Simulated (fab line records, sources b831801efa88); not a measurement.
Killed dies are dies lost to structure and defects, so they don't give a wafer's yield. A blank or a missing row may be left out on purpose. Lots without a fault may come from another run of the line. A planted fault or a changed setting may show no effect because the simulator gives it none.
A struck lot beside a sound one | flow sky130 | 43 steps out of a route of 708
Sound: wafers L659.1, L659.5, L659.6. Struck: wafers L665.1, L665.2, L665.5. The cause comes at the end.
At each step with rows: each side's tool, then ch and its chambers, then its first start. Under that, the readings that differ: sound wafers | struck wafers | difference of the means | sigmas: that difference in standard deviations of wafers without a fault.
alike: readings whose means differ by less than 2 such deviations, and words and numbers that are the same on both sides. not compared: withheld readings, readings that some wafer has no value for, bounds like >300 that may hide the same value, and numbers for which the record gives no deviation and whose values overlap.
The two part at a step that has a row with sigmas, a row that says differs or no value, or rows on one side only. Numbers that don't overlap but have no deviation are shown without sigmas and don't part them. A reading that every wafer of one side lacks parts them only if that side has two wafers or more.

first, 6 steps without rows for these wafers: SKY_FIELD_ISO_COAT_07 (resist thk 60 nm); SKY_FIELD_ISO_COAT_08 (resist thk 450 nm); SKY_FIELD_ISO_SOFTBAKE_09 (time 90 s); SKY_FIELD_ISO_EXPOSE_10 (exposes mask FOM, target cd 150 nm); SKY_FIELD_ISO_PEB_11; SKY_FIELD_ISO_DEVELOP_12 (develop time 60 s).
SKY_FIELD_ISO_CD_MEAS_13: target cd 150 nm.
  sound on cd_sem-02, day 2 22:07; struck on cd_sem-01, day 4 04:35
  alike: cd_nm
SKY_FIELD_ISO_ETCH_14: etches BARC in N2/H2, stops on SiO2, time 45.9 s, target depth 60 nm.
  sound on rie_diel-01 ch 0,2,3, day 2 22:14; struck on rie_diel-01 ch 0,1, day 4 04:43
  alike: drypump_motor_current_A, h2_flow_sccm, oes_product_au, rf_fwd_power_W, throttle_valve_pct
  not compared: rf_hours_counter_h
SKY_FIELD_ISO_ETCH_15: etches the open film in CHF3/O2, stops on Si, target depth 180 nm, time 72 s.
  sound on rie_diel-01 ch 0,2,3, day 2 22:17; struck on rie_diel-01 ch 0,1, day 4 04:45
  alike: O2_flow_sccm, drypump_motor_current_A, oes_product_au, rf_fwd_power_W, throttle_valve_pct
  not compared: rf_hours_counter_h
SKY_FIELD_ISO_STRIP_16: strips in O2/N2.
  sound on plasma_asher-02 ch 0,1, day 2 22:20; struck on plasma_asher-02 ch 0,1, day 4 04:49
  alike: drypump_motor_current_A, oes_product_au, strip_time_to_endpoint_s
  not compared: rf_hours_counter_h
SKY_FIELD_ISO_ETCH_17: etches Si in HBr/Cl2/O2, target depth 342 nm, time 97.7 s.
  sound on rie_si-01 ch 0,3, day 2 22:26; struck on rie_si-01 ch 0,1,3, day 4 04:55
  alike: O2_flow_sccm, drypump_motor_current_A, oes_product_au, rf_fwd_power_W, throttle_valve_pct
  not compared: rf_hours_counter_h
then, 1 step without rows for these wafers: SKY_FIELD_ISO_WET_ETCH_18 (etches Si3N4 in H3PO4, target depth 25 nm, time 286 s).
SKY_FIELD_ISO_CLEAN_19: cleans in SC1/SC2, time 150 s.
  sound on wet_bench-04 ch 2, day 2 22:35; struck on wet_bench-04 ch 0, day 4 05:04
then, 3 steps without rows for these wafers: SKY_FIELD_ISO_CLEAN_20 (cleans in dHF, time 20 s); SKY_FIELD_ISO_WET_ETCH_21 (etches SiO2 in dHF, target depth 20 nm, time 400 s); SKY_FIELD_ISO_OXIDATION_22 (stabilise 600 s, purge 300 s, target thk 10 nm).
SKY_FIELD_ISO_THK_MEAS_23:
  sound on film_metro-04, day 3 00:14; struck on film_metro-03, day 4 07:28
  alike: FIELD_ISO_OXIDATION_01_THK
then, 1 step without rows for these wafers: SKY_FIELD_ISO_CVD_24 (deposits SiO2, target thk 595 nm, time 99.2 s).
SKY_FIELD_ISO_THK_MEAS_25:
  sound on film_metro-03, day 3 00:22; struck on film_metro-01, day 4 07:36
  alike: FIELD_ISO_CVD_24_THK
then, 1 step without rows for these wafers: SKY_FIELD_ISO_ANNEAL_26 (time 1800 s).
SKY_FIELD_ISO_CMP_27: polishes, stops on Si3N4, t overpolish 16 s, target thk 457.8 nm.
  sound on cmp-01 ch 0,1,3, day 3 02:04; struck on cmp-02 ch 0,1, day 4 11:08
  reading            | sound             | struck            | difference | sigmas
  slurry_flow_ml_min | 149.6 150.9 150.3 | 148.8 149.9 149.4 | -0.9       | -2
  alike: motor_current_A, overpolish_run_s, time_to_endpoint_s
then, 5 steps without rows for these wafers: SKY_FIELD_ISO_WET_ETCH_28 (etches SiO2 in dHF, target depth 23.7 nm, time 47 s); SKY_FIELD_ISO_WET_ETCH_29 (etches Si3N4 in H3PO4, target depth 160 nm, time 1825 s); SKY_FIELD_ISO_WET_ETCH_30 (etches SiO2 in dHF, target depth 25 nm, time 50 s); SKY_NWELL_CLEAN_00 (cleans in SC1/SC2, time 150 s); SKY_NWELL_OXIDATION_01 (stabilise 600 s, purge 300 s, target thk 10 nm).
SKY_NWELL_THK_MEAS_02:
  sound on film_metro-02, day 3 04:56; struck on film_metro-01, day 4 13:56
  reading                  | sound          | struck            | difference | sigmas
  NWELL_OXIDATION_THK (nm) | 9.52 9.59 9.63 | 10.16 10.16 10.07 | +0.55      | +3
then, 9 steps without rows for these wafers: SKY_DNWELL_DEHYDRATE_00 (time 60 s); SKY_DNWELL_HMDS_01 (prime time 60 s); SKY_DNWELL_COAT_02 (resist thk 3000 nm); SKY_DNWELL_SOFTBAKE_03; SKY_DNWELL_EXPOSE_04 (exposes mask DNM, target cd 3000 nm); SKY_DNWELL_PEB_05; SKY_DNWELL_DEVELOP_06 (develop time 60 s); SKY_DNWELL_IMPLANT_07; SKY_DNWELL_STRIP_08 (strips in O2/N2).
SKY_DNWELL_TW_MEAS_09:
  sound on film_metro-01, day 3 20:55; struck on film_metro-01, day 5 07:56
  alike: DNWELL_TW
then, 5 steps without rows for these wafers: SKY_PWDE_DEHYDRATE_00 (time 60 s); SKY_PWDE_HMDS_01 (prime time 60 s); SKY_PWDE_COAT_02 (resist thk 3000 nm); SKY_PWDE_SOFTBAKE_03; SKY_PWDE_EXPOSE_04 (exposes mask PWDEM, target cd 840 nm).
-- the record jumps here: 43 days lie between the struck wafers' starts before and after (it left off in module PWDE and takes up again in module PAD_OPEN, whose first step shown is number 708 of the route) --
SKY_PAD_OPEN_PROBE_99:
  sound on prober-01, day 46 05:09; struck on prober-01, day 48 00:07
  reading             | sound    | struck   | difference | sigmas
  killed_at_front_end | 19 13 12 | 43 40 41 | +27        | +6
  alike: killed_at_M0_to_M3, killed_at_M4_up, killed_at_contacts, killed_at_other, killed_dies, killed_open, killed_short

WHERE THEY PART
First at SKY_FIELD_ISO_CMP_27; last, within this record, at SKY_PAD_OPEN_PROBE_99.

WHY: what the simulator had put in
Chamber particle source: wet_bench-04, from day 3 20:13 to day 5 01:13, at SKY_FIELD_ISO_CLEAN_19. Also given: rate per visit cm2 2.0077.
